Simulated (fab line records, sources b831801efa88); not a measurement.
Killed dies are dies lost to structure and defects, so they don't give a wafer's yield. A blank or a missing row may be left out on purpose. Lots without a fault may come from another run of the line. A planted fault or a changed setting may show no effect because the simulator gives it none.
Which tool did it? | flow sky130 | 10 lots, 30 wafers sampled, at 2 steps of a route of 708

WHAT THE GAUGES READ, wafer by wafer
SKY_CAP2M_THK_MEAS_01.
lot  | measured     | on            | CAP2M_CVD_00_THK (nm)
L759 | day 40 08:10 | film_metro-01 | 15.23 15.40 15.72
L761 | day 41 03:07 | film_metro-01 | 15.34 15.12 14.90
L763 | day 41 15:50 | film_metro-02 | 15.29 15.23 14.85
L766 | day 43 18:32 | film_metro-04 | 15.72 15.83 15.75
L772 | day 43 21:22 | film_metro-02 | 15.09 15.55 15.72
L773 | day 43 23:50 | film_metro-01 | 15.54 15.49 15.56
L774 | day 44 01:40 | film_metro-04 | 14.73 14.86 15.33
L775 | day 44 05:52 | film_metro-04 | 15.19 15.50 15.32
L779 | day 45 02:25 | film_metro-01 | 15.24 15.21 15.06
L781 | day 45 18:51 | film_metro-04 | 15.40 15.54 15.43

SKY_CAP2M_THK_MEAS_04: measures by xrf.
lot  | measured     | on            | CAP2M_TIN_THK (nm)
L759 | day 40 08:28 | film_metro-02 | 200 202 201
L761 | day 41 03:24 | film_metro-04 | 206 207 206
L763 | day 41 16:07 | film_metro-01 | 206 204 205
L766 | day 43 18:50 | film_metro-02 | 205 200 203
L772 | day 43 21:40 | film_metro-01 | 201 199 195
L773 | day 44 00:08 | film_metro-01 | 203 206 199
L774 | day 44 01:57 | film_metro-01 | 201 199 202
L775 | day 44 06:09 | film_metro-01 | 203 204 203
L779 | day 45 02:42 | film_metro-01 | 198 200 199
L781 | day 45 19:08 | film_metro-01 | 199 198 196

WHICH TOOL RAN EACH LOT (tool, then ch and the chambers of the sampled wafers, then the start)
The record holds no process step before these readings.

WHAT THE TOOLS THEMSELVES READ (means of the sampled wafers that have a number; where no wafer has one, the mark that the record gives instead)
The record holds no such reading with a usual standard deviation.

THE ANSWER, worked out from the rows above alone
Rule: what is usual is taken from the lots themselves. Put in order of their means at a reading, lots are off if they are a third of the lots or fewer, leave a main group of 4 or more, and stand apart from it by a gap of 3 or more times the standard deviation of the main group's means; of several such gaps the widest counts. A main group whose means are all the same, to the digits that the tables above print for the reading, isn't used. A lot without any number at a reading at which 4 lots or more have one is off too. The other lots that the step has rows for count as sound. The gauges are gone through in route order, then the tools' own readings, and for those a lot's mean is taken as printed above. The first step at which some lot is off is used, and at that step the reading that is off furthest; a lot without a number counts as furthest.
No lot is off at any reading shown: from this, nothing can be told.

WHAT THE SIMULATOR HAD PUT IN
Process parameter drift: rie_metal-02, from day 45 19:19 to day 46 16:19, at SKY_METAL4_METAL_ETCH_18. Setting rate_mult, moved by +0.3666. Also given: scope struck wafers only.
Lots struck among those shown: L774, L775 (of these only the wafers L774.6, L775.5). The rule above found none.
